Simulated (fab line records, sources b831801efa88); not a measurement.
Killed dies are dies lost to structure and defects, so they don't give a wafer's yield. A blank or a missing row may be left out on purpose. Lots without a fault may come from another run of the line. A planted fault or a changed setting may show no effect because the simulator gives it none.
Which tool did it? | flow sky130 | 11 lots, 33 wafers sampled, at 1 step of a route of 708

WHAT THE GAUGES READ, wafer by wafer
SKY_SONOS_TUNNEL_OVL_MEAS_08.
lot  | measured     | on         | SONOS_TUNNEL_OVL (nm)
L983 | day 12 00:26 | overlay-01 | 2.1 2.4 1.5
L986 | day 13 08:37 | overlay-01 | 0.2 2.2 3.1
L990 | day 14 11:10 | overlay-02 | -3.0 -3.6 -1.6
L991 | day 14 20:43 | overlay-01 | 0.1 0.3 0.6
L992 | day 14 23:56 | overlay-02 | -0.7 3.1 -0.7
L995 | day 16 09:26 | overlay-02 | 0.3 1.1 -1.0
L996 | day 16 14:49 | overlay-02 | -1.1 -2.0 0.6
L997 | day 17 01:38 | overlay-02 | -0.3 0.3 -1.0
L100 | day 17 22:50 | overlay-02 | -1.8 -1.7 -0.6
L101 | day 17 23:19 | overlay-01 | 2.2 -0.1 2.1
L102 | day 18 08:49 | overlay-01 | -2.6 -0.1 -0.8

WHICH TOOL RAN EACH LOT (tool, then ch and the chambers of the sampled wafers, then the start)
The record holds no process step before these readings.

THE ANSWER, worked out from the rows above alone
Rule: what is usual is taken from the lots themselves. Put in order of their means at a reading, lots are off if they are a third of the lots or fewer, leave a main group of 4 or more, and stand apart from it by a gap of 3 or more times the standard deviation of the main group's means; of several such gaps the widest counts. A main group whose means are all the same, to the digits that the tables above print for the reading, isn't used. A lot without any number at a reading at which 4 lots or more have one is off too. The other lots that the step has rows for count as sound.
No lot is off at any reading shown: from this, nothing can be told.

WHAT THE SIMULATOR HAD PUT IN
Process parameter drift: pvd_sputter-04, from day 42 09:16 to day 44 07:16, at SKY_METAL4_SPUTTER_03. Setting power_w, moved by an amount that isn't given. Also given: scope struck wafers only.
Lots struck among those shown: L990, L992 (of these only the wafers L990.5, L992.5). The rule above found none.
